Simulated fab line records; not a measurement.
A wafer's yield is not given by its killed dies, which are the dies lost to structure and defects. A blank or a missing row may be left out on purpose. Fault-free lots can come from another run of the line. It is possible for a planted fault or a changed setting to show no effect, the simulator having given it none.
What tool caused it? | flow gf180mcu | 6 lots with 17 wafers sampled at 5 steps, on a route of 602 steps

WHAT THE GAUGES SHOWED, per wafer
GF_CONTACT_THK_MEAS_01.
lot  | measured     | on            | CONTACT_CVD_00_THK (nm)
L515 | day 15 08:47 | film-metro-02 | 303 300 300
L517 | day 16 04:12 | film-metro-03 | 304 301 309
L520 | day 17 03:05 | film-metro-04 | 297 301 299
L523 | day 18 14:11 | film-metro-04 | 300 301 303
L526 | day 19 15:39 | film-metro-02 | 298 307 306
L529 | day 20 11:44 | film-metro-02 | 309 157

WHICH TOOL RAN EACH LOT (tool, then ch and the chambers of the sampled wafers, then the start)
lot  | GF_SALICIDE_SPUTTER_03       | GF_SALICIDE_RTA_06               | GF_SALICIDE_RTA_08               | GF_CONTACT_CVD_00
L515 | pvd-sputter-03, day 15 08:11 | rtp-anneal-02 ch 0, day 15 08:28 | rtp-anneal-01 ch 0, day 15 08:39 | hdpcvd-01 ch 0,1,2, day 15 08:44
L517 | pvd-sputter-02, day 16 03:39 | rtp-anneal-02 ch 0, day 16 03:52 | rtp-anneal-01 ch 0, day 16 04:03 | hdpcvd-01 ch 0,1, day 16 04:09
L520 | pvd-sputter-03, day 17 02:31 | rtp-anneal-01 ch 0, day 17 02:46 | rtp-anneal-02 ch 0, day 17 02:58 | hdpcvd-02 ch 0,1,2, day 17 03:02
L523 | pvd-sputter-03, day 18 13:38 | rtp-anneal-01 ch 0, day 18 13:50 | rtp-anneal-02 ch 0, day 18 14:02 | hdpcvd-01 ch 0,1, day 18 14:08
L526 | pvd-sputter-04, day 19 14:55 | rtp-anneal-01 ch 0, day 19 15:07 | rtp-anneal-02 ch 0, day 19 15:31 | hdpcvd-02 ch 0,1,2, day 19 15:37
L529 | pvd-sputter-04, day 20 11:05 | rtp-anneal-01 ch 0, day 20 11:20 | rtp-anneal-02 ch 0, day 20 11:37 | hdpcvd-01 ch 1,2, day 20 11:41
- GF_SALICIDE_SPUTTER_03: material TiN, target thk 20 nm, time 16.7 s.
- GF_SALICIDE_RTA_06: time 30 s.
- GF_SALICIDE_RTA_08: time 30 s.
- GF_CONTACT_CVD_00: deposits SiO2, target thk 300 nm, time 50 s.

THE ANSWER, worked out from the rows above alone
Rule: the lots themselves supply what counts as usual. Put in order of their means at a reading, lots are off if they are a third of the lots or fewer, leave a main group of 4 or more, and stand apart from it by a gap of 3 or more times the standard deviation of the main group's means; of several such gaps the widest counts. A main group whose means are all the same, to the digits that the tables above print for the reading, isn't used. A lot without any number at a reading at which 4 lots or more have one is off too. The other lots that the step has rows for count as sound.
Off: L529, at GF_CONTACT_THK_MEAS_01 (CONTACT_CVD_00_THK). For the main group the mean is 302 nm and the standard deviation 2.
If a tool, at a process step before that reading, ran all the lots that are off and no sound lot after the first of them, it fits. Gauges at GF_CONTACT_THK_MEAS_01: tried the same way as those tools. Can't be told from this: 5 tools fit, pvd-sputter-04 at GF_SALICIDE_SPUTTER_03, rtp-anneal-01 at GF_SALICIDE_RTA_06, rtp-anneal-02 at GF_SALICIDE_RTA_08, hdpcvd-01 at GF_CONTACT_CVD_00, film-metro-02 at GF_CONTACT_THK_MEAS_01.

WHAT THE SIMULATOR HAD INSERTED
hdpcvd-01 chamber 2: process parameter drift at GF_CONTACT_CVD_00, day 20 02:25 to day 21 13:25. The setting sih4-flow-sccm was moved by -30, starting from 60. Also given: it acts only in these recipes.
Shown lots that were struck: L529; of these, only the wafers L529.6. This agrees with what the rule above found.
